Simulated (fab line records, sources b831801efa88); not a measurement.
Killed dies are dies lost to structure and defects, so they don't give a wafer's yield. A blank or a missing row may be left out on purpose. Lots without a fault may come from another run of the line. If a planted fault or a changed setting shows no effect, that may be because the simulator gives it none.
The same fault as seen by 2 desks / flow gf180mcu / each desk has only its own numbers; what lay behind them comes last

== AT THE TOOL OWNER'S DESK: rtpAnneal-01 ==
The tool's own readings at GF_PSD_RTA_13 (time 20 s): means of the sampled wafers that have a number, for each lot that ran on this tool. Marked OUT: a lot whose mean sits more than 4 standard deviations from the usual mean, which makes it out of limits; the brackets give that distance.
Columns: A = lampPowerPct at GF_PSD_RTA_13, usual 38.0 %; B = wafer_temp_C_max at GF_PSD_RTA_13, usual 1030.0
lot=L797; first seen here=day 14 03:38; A=37.5; B=1029.4
lot=L799; first seen here=day 14 21:28; A=37.5; B=1029.8
lot=L800; first seen here=day 15 03:19; A=37.4; B=1028.4
lot=L803; first seen here=day 16 06:43; A=37.5; B=1029.6
lot=L804; first seen here=day 16 14:55; A=37.4; B=1028.9
lot=L805; first seen here=day 16 18:46; A=35.0; B=1004.9 (-25) OUT
lot=L806; first seen here=day 17 11:28; A=35.0; B=1005.1 (-25) OUT
lot=L814; first seen here=day 20 19:22; A=37.4; B=1029.9
lot=L815; first seen here=day 21 00:25; A=37.4; B=1030.9
lot=L817; first seen here=day 22 00:17; A=37.4; B=1030.2
This desk's verdict: out of limits on L805, L806, starting with L805 at day 16 18:46 (wafer_temp_C_max at GF_PSD_RTA_13). L797, L799, L800, L803, L804, L814, L815, L817: within limits.

== FROM THE METROLOGY DESK ==
What the gauges read for every lot (on any tool): the sampled wafers with a number, averaged. Marked OUT: a lot whose mean sits more than 4 standard deviations from the usual mean, which makes it out of limits; the brackets give that distance.
Columns: A = NSD_RS at GF_PSD_RS_MEAS_14, usual 46.19 ohm/sq; B = PSD_RS at GF_PSD_RS_MEAS_15, usual 108.7 ohm/sq; C = SAB_OVL at GF_SAB_OVL_MEAS_10, usual -0.4 nm
lot=L797; first seen here=day 14 03:44; A=46.08; B=108.6; C=-1.4
lot=L799; first seen here=day 14 21:33; A=46.13; B=108.3; C=0.4
lot=L800; first seen here=day 15 03:24; A=46.26; B=108.9; C=-0.0
lot=L803; first seen here=day 16 06:47; A=46.23; B=108.9; C=-1.5
lot=L804; first seen here=day 16 15:00; A=46.02; B=108.2; C=-0.6
lot=L805; first seen here=day 16 18:52; A=49.28 (+32) OUT; B=125.0 (+51) OUT; C=-
lot=L806; first seen here=day 17 11:32; A=49.39 (+33) OUT; B=125.4 (+52) OUT; C=-
lot=L814; first seen here=day 20 19:28; A=46.10; B=108.3; C=-0.0
lot=L815; first seen here=day 21 00:30; A=46.22; B=108.7; C=1.9
lot=L816; first seen here=day 21 09:59; A=46.31; B=109.0; C=-1.7
lot=L818; first seen here=day 22 00:13; A=46.19; B=108.7; C=0.1
lot=L817; first seen here=day 22 00:22; A=46.20; B=108.5; C=-0.7
This desk finds L805, L806 out of limits, with the earliest case on L805 at day 16 18:52 (NSD_RS at GF_PSD_RS_MEAS_14). L797, L799, L800, L803, L804, L814, L815, L816, L818, L817: within limits.

== PUT TOGETHER ==
The tool owner's desk could have raised an alarm at day 16 18:46, on L805, L806.
At day 16 18:52 the metrology desk could have sounded an alarm, on L805, L806.
Every lot named ran GF_PSD_RTA_13 on rtpAnneal-01.

== WHAT THE SIMULATOR PUT IN ==
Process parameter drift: rtpAnneal-01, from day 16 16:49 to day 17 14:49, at GF_PSD_RTA_13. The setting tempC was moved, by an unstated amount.
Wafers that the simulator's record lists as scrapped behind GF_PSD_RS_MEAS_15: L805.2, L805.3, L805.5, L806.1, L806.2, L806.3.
Lots struck among those shown: L805, L806.
Time in hours from fault onset to the first out-of-limits reading at each desk: tool owner's desk 2, metrology desk 2.
